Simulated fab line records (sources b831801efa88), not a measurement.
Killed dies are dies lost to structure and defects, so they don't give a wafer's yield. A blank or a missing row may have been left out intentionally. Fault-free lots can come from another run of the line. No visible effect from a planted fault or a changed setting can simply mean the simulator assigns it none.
Chamber matching    flow sky130    4 sister chambers for SKY_VIA2_CMP_24 on cmp-01
The step polishes, stops on SiO2, t overpolish 20 s, target thk 0 nm. 16 wafers are shown with their chamber, then 8 later ones without.

WAFERS, EACH WITH ITS CHAMBER
wafer   chamber  motorCurrentA (A)  slurryFilterDpKPa (kPa)  overpolishRunS (s)
L308.1  1        12.6               13.29                    19.988
L308.4  0        9.2                13.59                    20.006
L308.5  3        11.4               13.50                    20.012
L309.1  1        12.4               13.46                    19.987
L309.5  1        11.9               13.40                    20.006
L309.6  2        9.4                13.61                    20.006
L310.4  2        9.0                13.35                    20.005
L310.5  2        9.0                13.57                    19.997
L310.6  3        10.6               13.47                    19.998
L312.3  3        11.0               13.41                    20.007
L312.5  2        9.1                13.49                    19.993
L312.6  3        11.4               13.61                    19.991
L315.1  1        13.0               13.45                    20.002
L315.5  1        12.6               13.46                    19.997
L315.6  0        9.8                13.40                    19.996
L326.2  2        9.1                13.48                    19.996

SIGNATURES, as means of the wafers listed above
reading            chamber 0  chamber 1  chamber 2  chamber 3  scatter within a chamber
motorCurrentA      9.500      12.500     9.120      11.100     0.338
slurryFilterDpKPa  13.4950    13.4120    13.5000    13.4975    0.0914
overpolishRunS     20.00100   19.99600   19.99940   20.00200   0.00778
Rule: a wafer's distance from a chamber is the root of the sum, over the readings, of the square of ((its reading less the chamber's mean) divided by the reading's scatter). If the next closest chamber is less than 2 further off than the closest, the wafer can't be placed; otherwise it belongs to the closest. The scatter: take each reading less its chamber's mean, square it, sum over the shown wafers, divide by the number of wafers less the number of chambers, and take the root.

WAFERS MISSING THEIR CHAMBER
wafer   motorCurrentA (A)  slurryFilterDpKPa (kPa)  overpolishRunS (s)
L326.4  9.9                13.56                    19.997
L326.5  9.9                13.74                    19.994
L327.2  12.6               13.77                    19.997
L327.4  11.1               13.64                    19.986
L327.6  9.1                13.45                    20.003
L331.1  10.8               13.42                    20.007
L331.3  12.3               13.37                    19.995
L331.6  11.4               13.73                    19.994

THE CHAMBER EACH PASSED THROUGH
wafer   from the rows above           in truth
L326.4  can't be placed: 0 or 2       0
L326.5  can't be placed: 0 or 2 or 3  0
L327.2  can't be placed: 1 or 3       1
L327.4  3                             3
L327.6  can't be placed: 2 or 0       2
L331.1  3                             3
L331.3  1                             1
L331.6  can't be placed: 3 or 1       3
3 of 8 placed correctly. Unplaceable from these rows: 5, with the true chamber sitting among the candidates in 5. Wrongly placed: 0.
